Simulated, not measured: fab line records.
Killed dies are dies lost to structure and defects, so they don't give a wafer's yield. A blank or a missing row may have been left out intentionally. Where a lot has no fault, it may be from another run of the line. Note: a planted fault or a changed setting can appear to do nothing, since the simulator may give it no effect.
Split-lot experiment + flow sky130 + 23 wafers read across 5 lots, on a route 708 steps long

== THE SPLIT ==
At SKY_SD_N_IMPLANT_10, the setting energyKev was moved away from the recipe's 20 on 8 of the 23 wafers read, by -1.9% to +5.8%. This setting was run at the recipe's value on the other wafers.

The reading is taken at the split's own step.

== THE READING ==
implant.drpNm (the simulator's own value, which no gauge read), in nm, at SKY_SD_N_IMPLANT_10. There is no usual value for it anywhere in the file.

| wafer  | tool, chamber at the split | energyKev as run | against the recipe | implant.drpNm, nm | against lot-mates on the recipe |
|--------|----------------------------|------------------|--------------------|-------------------|---------------------------------|
| L074.1 | implanter-04, 0            | 20               | recipe             | 13                | -                               |
| L074.3 | implanter-04, 0            | 20               | recipe             | 13                | -                               |
| L074.2 | implanter-04, 0            | 21.03            | +5.2%              | 13.4              | +0.40                           |
| L074.4 | implanter-04, 0            | 21.03            | +5.2%              | 13.4              | +0.40                           |
| L074.6 | implanter-04, 0            | 21.03            | +5.2%              | 13.4              | +0.40                           |
| L076.2 | implanter-01, 0            | 20               | recipe             | 13                | -                               |
| L076.5 | implanter-01, 0            | 20               | recipe             | 13                | -                               |
| L076.6 | implanter-01, 0            | 20               | recipe             | 13                | -                               |
| L076.3 | implanter-01, 0            | 21.17            | +5.8%              | 13.45             | +0.45                           |
| L076.4 | implanter-01, 0            | 21.17            | +5.8%              | 13.45             | +0.45                           |
| L078.1 | implanter-01, 0            | 19.63            | -1.9%              | 12.85             | -0.15                           |
| L078.2 | implanter-01, 0            | 19.63            | -1.9%              | 12.85             | -0.15                           |
| L078.6 | implanter-01, 0            | 19.63            | -1.9%              | 12.85             | -0.15                           |
| L078.3 | implanter-01, 0            | 20               | recipe             | 13                | -                               |
| L078.4 | implanter-01, 0            | 20               | recipe             | 13                | -                               |
| L080.2 | implanter-01, 0            | 20               | recipe             | 13                | -                               |
| L080.4 | implanter-01, 0            | 20               | recipe             | 13                | -                               |
| L080.6 | implanter-01, 0            | 20               | recipe             | 13                | -                               |
| L084.1 | implanter-04, 0            | 20               | recipe             | 13                | -                               |
| L084.2 | implanter-04, 0            | 20               | recipe             | 13                | -                               |
| L084.3 | implanter-04, 0            | 20               | recipe             | 13                | -                               |
| L084.4 | implanter-04, 0            | 20               | recipe             | 13                | -                               |
| L084.6 | implanter-04, 0            | 20               | recipe             | 13                | -                               |

THE FIT
A straight line over all 23 wafers: implant.drpNm changes by +0.0777 nm for each +1% of energyKev; r = +1.00; the points scatter about the line by 0.0024 nm.
The same after taking each lot's own level away (the mean of its wafers on the recipe; 23 wafers): +0.0777 nm for each +1%; r = +1.00; scatter 0.0024 nm.
On that fit, the largest move of energyKev shifts the reading by 0.45 nm.
The lots' own levels span 13.000 to 13.000 nm.
The two slopes agree, so the slope changes little with the lot-to-lot level.
Check: with one of the wafers moved furthest among these (+5.8%) left out of the fit, the line predicts +0.455 nm for it against its lot-mates. It came out at +0.45 nm against them.

== OTHER SPLITS APPLIED TO THESE WAFERS ==
These wafers also went through other splits before the reading. Each is held against what the fit with the lots' levels taken away leaves over:
| other split on the same wafers         | wafers away from the commonest value | r with implant.drpNm (lot level and that fit taken away) |
|----------------------------------------|--------------------------------------|----------------------------------------------------------|
| SKY_GATE_OXIDE_DEVELOP_09 developTimeS | 3                                    | -0.32                                                    |
| SKY_RES_PROTECT_SOFTBAKE_03 tempC      | 11                                   | -0.11                                                    |
| SKY_RES_PROTECT_DEVELOP_06 devTempC    | 5                                    | +0.52                                                    |
| SKY_POLY_GATE_ETCH_17 timeS            | 12                                   | -0.11                                                    |
| SKY_LDD_N_COAT_02 resistThkNm          | 6                                    | +0.12                                                    |
| SKY_LDD_N_DEVELOP_06 devTempC          | 11                                   | +0.02                                                    |
| SKY_LDD_P_DEVELOP_06 developTimeS      | 9                                    | +0.13                                                    |
| SKY_LDD_LDN_IMPLANT_11 energyKev       | 7                                    | +0.45                                                    |
| SKY_POLY_CUT_COAT_02 spinRpm           | 9                                    | -0.43                                                    |
| SKY_POLY_CUT_ETCH_10 biasW             | 10                                   | -0.21                                                    |
| SKY_SD_P_IMPLANT_09 energyKev          | 4                                    | +0.04                                                    |

== THE WHOLE CHAIN: every reading that the file lists as answering this split, in the file's order ==
| step                | what it does | reading                                                        | change (the file's fit)                | r (the file's) |
|---------------------|--------------|----------------------------------------------------------------|----------------------------------------|----------------|
| SKY_SD_N_IMPLANT_10 |              | implant.rpNm (the simulator's own value, which no gauge read)  | +0.189 nm for each +1% of the setting  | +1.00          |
| SKY_SD_N_IMPLANT_10 |              | implant.drpNm (the simulator's own value, which no gauge read) | +0.0776 nm for each +1% of the setting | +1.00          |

== FILE'S OWN FIT ==
implant.drpNm changes by +0.0776 nm for each +1% of energyKev, r = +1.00.
